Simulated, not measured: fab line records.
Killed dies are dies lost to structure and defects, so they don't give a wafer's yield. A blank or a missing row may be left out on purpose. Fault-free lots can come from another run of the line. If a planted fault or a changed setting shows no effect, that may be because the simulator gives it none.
fab line records	flow gf180mcu
[record] lots = 24	wafers = 72	last-day = 34
route steps=602 shown V1@349 M2@377 V2@407 M3@411 V4@493
lots with no fault: from the same line, run without faults
start-h: the number of hours between the record's first day and the start of the first shown wafer of the lot	wait-h: time in hours since the lot's previous step	" repeats the value in the row above	L1.1+2: a single row standing in for several wafers	- no value, or no start given	* or withheld: withheld	< > ~ a bound
route shown NAME@n: names a module that has steps shown in the file, with the first one's number in the route	usual: average and standard deviation across the fault-free wafers	same: alike in all rows	chamber/n: place in a boat	sites: each site's reading	_std_site: standard deviation of those values	_edge_site: outer sites' mean less inner sites'	radius-mm: for every site, how far away it sits from the centre of the wafer	mask NAME#n: copy n	behind: tool/chamber where the wafer was last shaped	hold: cause of the lot's hold/its duration in hours/its outcome	device: names the non-switching transistor (n, p or np)	end of line: at the end of the route, the tests of the same wafers	a step without rows: its recipe alone	killed: at the first sort, the dies lost to defects and structure; wafer yield is something else	map: dies across one wafer; x = killed, . = not, _ = none there
set.NAME: the setting as run; set.NAME@STEP: as run at that earlier step	model.NAME: the simulator's own value behind a step, which no gauge read
route steps across a sampled set of lots; one table per step, one row per wafer
services: a tool's chamber out of use, with start hour (start-h, from the record's first day; less than 0 if before it), hours out, and reason
[[steps]]
[step GF_V1_CD_MEAS_14]
[recipe] target-cd-nm = 260
[usual] cd-nm = 259.8/1.2
lot.wafer	tool	chamber	start-h	wait-h	cd-nm
L074.2	cd-sem-01	-	423.09	0.1	259.7
L074.5	"	-	"	"	260.6
L074.6	"	-	"	"	260.9
L075.2	cd-sem-02	-	426.85	0.1	261.2
L075.4	"	-	"	"	262.2
L075.6	"	-	"	"	261.8
L076.2	cd-sem-02	-	439.20	0.1	262.7
L076.3	"	-	"	"	261.5
L076.6	"	-	"	"	261.9
L077.1	cd-sem-02	-	451.08	0.1	262.9
L077.3	"	-	"	"	260.4
L077.4	"	-	"	"	261.0
L078.1	cd-sem-01	-	452.47	0.1	260.1
L078.3	"	-	"	"	258.4
L078.5	"	-	"	"	259.9
L079.1	cd-sem-01	-	457.06	0.1	259.0
L079.2	"	-	"	"	259.0
L079.5	"	-	"	"	258.0
L080.4	cd-sem-02	-	470.48	0.1	259.9
L080.5	"	-	"	"	259.8
L080.6	"	-	"	"	259.9
L081.1	cd-sem-01	-	484.33	0.1	258.9
L081.3	"	-	"	"	258.7
L081.4	"	-	"	"	259.9
L082.3	cd-sem-02	-	486.37	0.1	259.3
L082.4	"	-	"	"	259.7
L082.6	"	-	"	"	259.2
L083.2	cd-sem-01	-	495.00	0.1	258.8
L083.3	"	-	"	"	260.1
L083.6	"	-	"	"	260.2
L084.1	cd-sem-01	-	497.72	0.1	259.2
L084.2	"	-	"	"	259.6
L084.3	"	-	"	"	259.4
L085.2	cd-sem-02	-	513.88	0.1	260.7
L085.3	"	-	"	"	260.5
L085.5	"	-	"	"	260.8
L086.1	cd-sem-02	-	523.01	0.1	258.4
L086.3	"	-	"	"	260.2
L086.6	"	-	"	"	260.0
L088.2	cd-sem-02	-	531.34	0.1	257.1
L088.5	"	-	"	"	257.5
L088.6	"	-	"	"	257.0
L087.1	cd-sem-01	-	533.43	0.1	260.9
L087.5	"	-	"	"	261.3
L087.6	"	-	"	"	260.7
L089.1	cd-sem-02	-	544.53	0.1	258.7
L089.5	"	-	"	"	257.4
L089.6	"	-	"	"	257.6
L090.1	cd-sem-01	-	553.08	0.1	259.9
L090.4	"	-	"	"	259.9
L090.5	"	-	"	"	259.4
L091.4	cd-sem-01	-	561.88	0.1	259.6
L091.5	"	-	"	"	259.9
L091.6	"	-	"	"	259.0
L092.1	cd-sem-01	-	566.38	0.1	258.4
L092.3	"	-	"	"	259.3
L092.4	"	-	"	"	259.5
L093.1	cd-sem-01	-	578.02	0.1	258.1
L093.3	"	-	"	"	259.3
L093.5	"	-	"	"	259.6
L094.3	cd-sem-01	-	585.95	0.1	260.5
L094.5	"	-	"	"	259.9
L094.6	"	-	"	"	260.8
L095.1	cd-sem-02	-	587.07	0.1	260.1
L095.2	"	-	"	"	261.2
L095.3	"	-	"	"	261.7
L096.1	cd-sem-02	-	593.12	0.1	260.7
L096.2	"	-	"	"	259.8
L096.5	"	-	"	"	258.2
L097.2	cd-sem-02	-	601.94	0.1	260.6
L097.3	"	-	"	"	259.3
L097.5	"	-	"	"	260.8
[step GF_M2_OVL_MEAS_15]
[usual] M2_OVL = 2/5
lot.wafer	tool	chamber	start-h	wait-h	M2_OVL[nm]
L074.2	overlay-01	-	449.70	0.1	5
L074.5	"	-	"	"	3
L074.6	"	-	"	"	1
L075.2	overlay-01	-	453.08	0.1	4
L075.4	"	-	"	"	8
L075.6	"	-	"	"	7
L076.2	overlay-02	-	465.74	0.1	-6
L076.3	"	-	"	"	7
L076.6	"	-	"	"	3
L077.1	overlay-01	-	477.20	0.1	2
L077.3	"	-	"	"	0
L077.4	"	-	"	"	-2
L078.1	overlay-02	-	478.60	0.1	5
L078.3	"	-	"	"	-1
L078.5	"	-	"	"	4
L079.1	overlay-02	-	483.17	0.1	5
L079.2	"	-	"	"	4
L079.5	"	-	"	"	4
L080.4	overlay-01	-	495.46	0.1	-2
L080.5	"	-	"	"	0
L080.6	"	-	"	"	-1
L081.1	overlay-01	-	509.97	0.1	1
L081.3	"	-	"	"	2
L081.4	"	-	"	"	2
L082.3	overlay-01	-	511.25	0.1	2
L082.4	"	-	"	"	0
L082.6	"	-	"	"	2
L083.2	overlay-02	-	519.73	0.1	0
L083.3	"	-	"	"	-1
L083.6	"	-	"	"	-1
L084.1	overlay-02	-	522.22	0.1	13
L084.2	"	-	"	"	13
L084.3	"	-	"	"	4
L085.2	overlay-02	-	537.90	0.1	4
L085.3	"	-	"	"	-5
L085.5	"	-	"	"	4
L086.1	overlay-02	-	547.50	0.1	13
L086.3	"	-	"	"	1
L086.6	"	-	"	"	10
L088.2	overlay-02	-	555.09	0.1	1
L088.5	"	-	"	"	0
L088.6	"	-	"	"	2
L087.1	overlay-02	-	558.19	0.1	8
L087.5	"	-	"	"	5
L087.6	"	-	"	"	2
L089.1	overlay-01	-	568.64	0.1	-11
L089.5	"	-	"	"	4
L089.6	"	-	"	"	6
L090.1	overlay-02	-	576.84	0.1	0
L090.4	"	-	"	"	-3
L090.5	"	-	"	"	2
L091.4	overlay-01	-	584.94	0.1	12
L091.5	"	-	"	"	8
L091.6	"	-	"	"	5
L092.1	overlay-01	-	589.90	0.1	5
L092.3	"	-	"	"	-1
L092.4	"	-	"	"	-5
L093.1	overlay-01	-	600.72	0.1	-8
L093.3	"	-	"	"	-3
L093.5	"	-	"	"	-4
L094.3	overlay-02	-	608.27	0.1	6
L094.5	"	-	"	"	6
L094.6	"	-	"	"	9
L095.1	overlay-02	-	609.19	0.1	1
L095.2	"	-	"	"	-5
L095.3	"	-	"	"	-2
L096.1	overlay-02	-	615.97	0.1	-5
L096.2	"	-	"	"	0
L096.5	"	-	"	"	2
L097.2	overlay-02	-	624.56	0.1	-3
L097.3	"	-	"	"	3
L097.5	"	-	"	"	2
[step GF_V2_THK_MEAS_25]
[recipe] thk-meas-gauge = xrf	reads = W_of_V2_CVD_23
[usual] V2_W_THK = 359/6.3
lot.wafer	tool	chamber	start-h	wait-h	V2_W_THK[nm]
L074.2	film-metro-03	-	476.80	0.1	360
L074.5	"	-	"	"	359
L074.6	"	-	"	"	367
L075.2	film-metro-02	-	479.62	0.1	357
L075.4	"	-	"	"	363
L075.6	"	-	"	"	351
L076.2	film-metro-03	-	492.54	0.1	349
L076.3	"	-	"	"	350
L076.6	"	-	"	"	354
L077.1	film-metro-02	-	503.80	0.1	365
L077.3	"	-	"	"	357
L077.4	"	-	"	"	352
L078.1	film-metro-02	-	504.98	0.1	353
L078.3	"	-	"	"	358
L078.5	"	-	"	"	353
L079.1	film-metro-02	-	508.63	0.1	355
L079.2	"	-	"	"	361
L079.5	"	-	"	"	351
L080.4	film-metro-03	-	521.16	0.1	363
L080.5	"	-	"	"	360
L080.6	"	-	"	"	374
L081.1	film-metro-03	-	535.35	0.1	365
L081.3	"	-	"	"	365
L081.4	"	-	"	"	363
L082.3	film-metro-01	-	536.73	0.1	358
L082.4	"	-	"	"	361
L082.6	"	-	"	"	357
L083.2	film-metro-03	-	544.07	0.1	358
L083.3	"	-	"	"	363
L083.6	"	-	"	"	359
L084.1	film-metro-03	-	547.22	0.1	362
L084.2	"	-	"	"	350
L084.3	"	-	"	"	360
L085.2	film-metro-03	-	562.34	0.1	366
L085.3	"	-	"	"	358
L085.5	"	-	"	"	363
L086.1	film-metro-02	-	572.11	0.1	347
L086.3	"	-	"	"	351
L086.6	"	-	"	"	348
L088.2	film-metro-03	-	579.37	0.1	361
L088.5	"	-	"	"	361
L088.6	"	-	"	"	360
L087.1	film-metro-02	-	582.11	0.1	368
L087.5	"	-	"	"	368
L087.6	"	-	"	"	357
L089.1	film-metro-02	-	592.40	0.1	351
L089.5	"	-	"	"	353
L089.6	"	-	"	"	355
L090.1	film-metro-03	-	600.49	0.1	363
L090.4	"	-	"	"	359
L090.5	"	-	"	"	373
L091.4	film-metro-03	-	608.19	0.1	356
L091.5	"	-	"	"	357
L091.6	"	-	"	"	360
L092.1	film-metro-03	-	612.53	0.1	354
L092.3	"	-	"	"	354
L092.4	"	-	"	"	352
L093.1	film-metro-02	-	623.49	0.1	360
L093.3	"	-	"	"	357
L093.5	"	-	"	"	353
L094.3	film-metro-03	-	631.48	0.1	363
L094.5	"	-	"	"	358
L094.6	"	-	"	"	359
L095.1	film-metro-01	-	632.71	0.1	354
L095.2	"	-	"	"	366
L095.3	"	-	"	"	368
L096.1	film-metro-03	-	639.08	0.1	354
L096.2	"	-	"	"	367
L096.5	"	-	"	"	358
L097.2	film-metro-01	-	646.89	0.1	367
L097.3	"	-	"	"	365
L097.5	"	-	"	"	353
[step GF_M3_SPUTTER_02]
[recipe] material = AlCu	target-thk-nm = 450	power-w = 10600	time-s = 23.9	chamber-pressure-pa = 0.4
[usual] throttle-valve-pct = 30.2/1
lot.wafer	tool	chamber	start-h	wait-h	throttle-valve-pct
L074.2	pvd-sputter-02	-	477.28	0.0	30.9
L074.5	"	-	"	"	31.1
L074.6	"	-	"	"	31.6
L075.2	pvd-sputter-04	-	480.10	0.0	30.8
L075.4	"	-	"	"	28.8
L075.6	"	-	"	"	30.2
L076.2	pvd-sputter-04	-	493.02	0.0	30.8
L076.3	"	-	"	"	27.6
L076.6	"	-	"	"	28.6
L077.1	pvd-sputter-04	-	504.29	0.0	30.8
L077.3	"	-	"	"	29.1
L077.4	"	-	"	"	30.2
L078.1	pvd-sputter-03	-	505.47	0.0	30.3
L078.3	"	-	"	"	29.4
L078.5	"	-	"	"	30.3
L079.1	pvd-sputter-02	-	509.12	0.0	31.5
L079.2	"	-	"	"	31.0
L079.5	"	-	"	"	31.6
L080.4	pvd-sputter-02	-	521.62	0.0	30.7
L080.5	"	-	"	"	30.8
L080.6	"	-	"	"	29.2
L081.1	pvd-sputter-02	-	536.01	0.0	31.3
L081.3	"	-	"	"	31.2
L081.4	"	-	"	"	30.8
L082.3	pvd-sputter-02	-	537.39	0.0	31.4
L082.4	"	-	"	"	31.1
L082.6	"	-	"	"	30.6
L083.2	pvd-sputter-02	-	544.55	0.0	31.1
L083.3	"	-	"	"	30.6
L083.6	"	-	"	"	31.1
L084.1	pvd-sputter-02	-	547.71	0.0	31.6
L084.2	"	-	"	"	31.0
L084.3	"	-	"	"	30.5
L085.2	pvd-sputter-04	-	562.82	0.0	28.8
L085.3	"	-	"	"	30.6
L085.5	"	-	"	"	30.0
L086.1	pvd-sputter-03	-	572.60	0.0	30.3
L086.3	"	-	"	"	30.3
L086.6	"	-	"	"	28.6
L088.2	pvd-sputter-03	-	579.85	0.0	29.6
L088.5	"	-	"	"	30.3
L088.6	"	-	"	"	30.2
L087.1	pvd-sputter-04	-	582.60	0.0	30.0
L087.5	"	-	"	"	30.1
L087.6	"	-	"	"	29.2
L089.1	pvd-sputter-02	-	592.89	0.0	31.2
L089.5	"	-	"	"	30.7
L089.6	"	-	"	"	29.4
L090.1	pvd-sputter-03	-	600.98	0.0	30.6
L090.4	"	-	"	"	29.2
L090.5	"	-	"	"	30.5
L091.4	pvd-sputter-02	-	608.65	0.0	30.6
L091.5	"	-	"	"	31.6
L091.6	"	-	"	"	29.8
L092.1	pvd-sputter-04	-	613.02	0.0	28.7
L092.3	"	-	"	"	30.7
L092.4	"	-	"	"	27.7
L093.1	pvd-sputter-02	-	623.98	0.0	29.5
L093.3	"	-	"	"	31.2
L093.5	"	-	"	"	30.6
L094.3	pvd-sputter-04	-	631.95	0.0	30.8
L094.5	"	-	"	"	30.3
L094.6	"	-	"	"	30.8
L095.1	pvd-sputter-02	-	633.20	0.0	29.6
L095.2	"	-	"	"	31.3
L095.3	"	-	"	"	31.7
L096.1	pvd-sputter-03	-	639.57	0.0	28.5
L096.2	"	-	"	"	30.4
L096.5	"	-	"	"	28.4
L097.2	pvd-sputter-02	-	647.37	0.0	30.5
L097.3	"	-	"	"	30.8
L097.5	"	-	"	"	31.1
[step GF_M3_CD_MEAS_14]
[recipe] target-cd-nm = 280
[usual] cd-nm = 279.7/1.3
lot.wafer	tool	chamber	start-h	wait-h	cd-nm
L074.2	cd-sem-02	-	501.43	0.1	281.5
L074.5	"	-	"	"	280.7
L074.6	"	-	"	"	281.8
L075.2	cd-sem-01	-	503.79	0.1	281.5
L075.4	"	-	"	"	281.7
L075.6	"	-	"	"	280.9
L076.2	cd-sem-02	-	516.67	0.1	278.0
L076.3	"	-	"	"	278.6
L076.6	"	-	"	"	279.2
L077.1	cd-sem-02	-	527.47	0.1	281.5
L077.3	"	-	"	"	282.6
L077.4	"	-	"	"	283.1
L078.1	cd-sem-01	-	528.70	0.1	280.9
L078.3	"	-	"	"	281.1
L078.5	"	-	"	"	281.0
L079.1	cd-sem-02	-	532.11	0.1	279.1
L079.2	"	-	"	"	278.4
L079.5	"	-	"	"	279.2
L080.4	cd-sem-01	-	544.21	0.1	279.0
L080.5	"	-	"	"	280.2
L080.6	"	-	"	"	279.3
L081.1	cd-sem-01	-	558.21	0.1	280.3
L081.3	"	-	"	"	280.4
L081.4	"	-	"	"	278.9
L082.3	cd-sem-02	-	559.20	0.1	279.6
L082.4	"	-	"	"	279.4
L082.6	"	-	"	"	280.3
L083.2	cd-sem-01	-	566.68	0.1	279.2
L083.3	"	-	"	"	278.9
L083.6	"	-	"	"	278.0
L084.1	cd-sem-01	-	568.91	0.1	279.5
L084.2	"	-	"	"	278.8
L084.3	"	-	"	"	277.9
L085.2	cd-sem-01	-	584.47	0.1	279.4
L085.3	"	-	"	"	281.2
L085.5	"	-	"	"	279.8
L086.1	cd-sem-01	-	593.47	0.1	279.9
L086.3	"	-	"	"	280.6
L086.6	"	-	"	"	281.8
L088.2	cd-sem-02	-	600.87	0.1	281.1
L088.5	"	-	"	"	281.3
L088.6	"	-	"	"	280.5
L087.1	cd-sem-01	-	602.62	0.1	280.0
L087.5	"	-	"	"	280.6
L087.6	"	-	"	"	279.2
L089.1	cd-sem-01	-	613.37	0.1	279.8
L089.5	"	-	"	"	280.3
L089.6	"	-	"	"	279.5
L090.1	cd-sem-01	-	621.40	0.1	279.9
L090.4	"	-	"	"	278.8
L090.5	"	-	"	"	279.8
L091.4	cd-sem-01	-	629.32	0.1	279.0
L091.5	"	-	"	"	279.7
L091.6	"	-	"	"	278.6
L092.1	cd-sem-02	-	633.65	0.1	279.4
L092.3	"	-	"	"	278.9
L092.4	"	-	"	"	280.0
L093.1	cd-sem-02	-	644.22	0.1	278.1
L093.3	"	-	"	"	277.5
L093.5	"	-	"	"	277.7
L094.3	cd-sem-01	-	652.16	0.1	279.8
L094.5	"	-	"	"	279.5
L094.6	"	-	"	"	280.4
L095.1	cd-sem-01	-	653.12	0.1	278.5
L095.2	"	-	"	"	279.8
L095.3	"	-	"	"	279.9
L096.1	cd-sem-02	-	658.77	0.1	277.8
L096.2	"	-	"	"	278.3
L096.5	"	-	"	"	277.7
L097.2	cd-sem-02	-	667.09	0.1	278.9
L097.3	"	-	"	"	279.5
L097.5	"	-	"	"	279.9
[step GF_V4_ETCH_17]
[recipe] chemistry = C4F8/O2/Ar	mask-material = KrF	target = SiO2	stop-on = TiN	source-w = 1500	bias-w = 1200	pressure-mtorr = 40	c4f8-flow-sccm = withheld	O2_flow_sccm = 6	Ar_flow_sccm = 300	time-s = withheld	target-depth-a = 6300
[usual] oes-product-au = 0.856/0.0049
lot.wafer	tool	chamber	start-h	wait-h	oes-product-au
L074.2	rie-diel-04	2	-	-	0.864
L074.5	"	3	"	"	0.858
L074.6	"	2	"	"	0.857
L075.2	rie-diel-03	0	-	-	0.861
L075.4	"	3	"	"	0.865
L075.6	"	0	"	"	0.860
L076.2	rie-diel-03	3	-	-	0.865
L076.3	"	2	"	"	0.856
L076.6	"	2	"	"	0.856
L077.1	rie-diel-03	1	-	-	0.861
L077.3	"	2	"	"	0.858
L077.4	"	3	"	"	0.856
L078.1	rie-diel-04	3	-	-	0.859
L078.3	"	1	"	"	0.856
L078.5	"	0	"	"	0.854
L079.1	rie-diel-04	0	-	-	0.851
L079.2	"	2	"	"	0.847
L079.5	"	1	"	"	0.851
L080.4	rie-diel-04	0	-	-	0.860
L080.5	"	3	"	"	0.863
L080.6	"	0	"	"	0.866
L081.1	rie-diel-02	2	-	-	0.856
L081.3	"	3	"	"	0.845
L081.4	"	3	"	"	0.855
L082.3	rie-diel-02	1	-	-	0.855
L082.4	"	2	"	"	0.853
L082.6	"	2	"	"	0.859
L083.2	rie-diel-02	2	-	-	0.860
L083.3	"	1	"	"	0.865
L083.6	"	0	"	"	0.858
L084.1	rie-diel-03	0	-	-	0.854
L084.2	"	3	"	"	0.858
L084.3	"	2	"	"	0.852
L085.2	rie-diel-03	0	-	-	0.856
L085.3	"	1	"	"	0.859
L085.5	"	0	"	"	0.865
L086.1	rie-diel-03	1	-	-	0.863
L086.3	"	0	"	"	0.852
L086.6	"	2	"	"	0.850
L088.2	rie-diel-02	0	-	-	0.864
L088.5	"	1	"	"	0.853
L088.6	"	0	"	"	0.857
L087.1	rie-diel-04	0	-	-	0.855
L087.5	"	3	"	"	0.852
L087.6	"	0	"	"	0.859
L089.1	rie-diel-02	3	-	-	0.859
L089.5	"	3	"	"	0.861
L089.6	"	2	"	"	0.863
L090.1	rie-diel-02	2	-	-	0.856
L090.4	"	0	"	"	0.845
L090.5	"	3	"	"	0.862
L091.4	rie-diel-03	1	-	-	0.854
L091.5	"	2	"	"	0.853
L091.6	"	1	"	"	0.859
L092.1	rie-diel-02	2	-	-	0.863
L092.3	"	3	"	"	0.853
L092.4	"	1	"	"	0.864
L093.1	rie-diel-03	2	-	-	0.863
L093.3	"	3	"	"	0.857
L093.5	"	2	"	"	0.852
L094.3	rie-diel-03	3	-	-	0.857
L094.5	"	0	"	"	0.851
L094.6	"	1	"	"	0.856
L095.1	rie-diel-04	3	-	-	0.852
L095.2	"	0	"	"	0.862
L095.3	"	1	"	"	0.863
L096.1	rie-diel-04	2	-	-	0.855
L096.2	"	3	"	"	0.859
L096.5	"	1	"	"	0.864
L097.2	rie-diel-04	1	-	-	0.852
L097.3	"	2	"	"	0.858
L097.5	"	3	"	"	0.859
[[services]]
tool	chamber	start-h	hours	kind
pvd-sputter-03	-	454.13	1.9	repair
pvd-sputter-04	-	467.76	6.6	repair
pvd-sputter-03	-	477.96	1.2	repair
rie-diel-04	2	492.35	5.2	repair
pvd-sputter-03	1	505.56	-	consumable-replace:kit
pvd-sputter-03	1	505.56	18.0	scheduled-down
rie-diel-03	0	515.14	3.0	repair
pvd-sputter-02	-	525.27	2.6	repair
pvd-sputter-02	-	528.16	1.8	repair
pvd-sputter-02	2	536.10	-	consumable-replace:kit
pvd-sputter-02	2	536.10	18.0	scheduled-down
pvd-sputter-02	2	536.10	18.0	vent-cycle
pvd-sputter-03	-	544.95	1.1	repair
pvd-sputter-04	2	565.13	-	consumable-replace:kit
pvd-sputter-04	2	565.13	18.0	scheduled-down
pvd-sputter-04	2	565.13	18.0	vent-cycle
rie-diel-02	0	618.69	-	clean
rie-diel-02	0	618.69	13.0	scheduled-down
rie-diel-02	0	618.69	13.0	vent-cycle
rie-diel-02	-	619.91	2.8	pm
rie-diel-02	3	627.68	3.9	repair
pvd-sputter-03	-	646.24	2.2	repair
pvd-sputter-04	1	691.44	-	consumable-replace:kit
pvd-sputter-04	-	702.33	2.6	repair
[[key]]
fault none
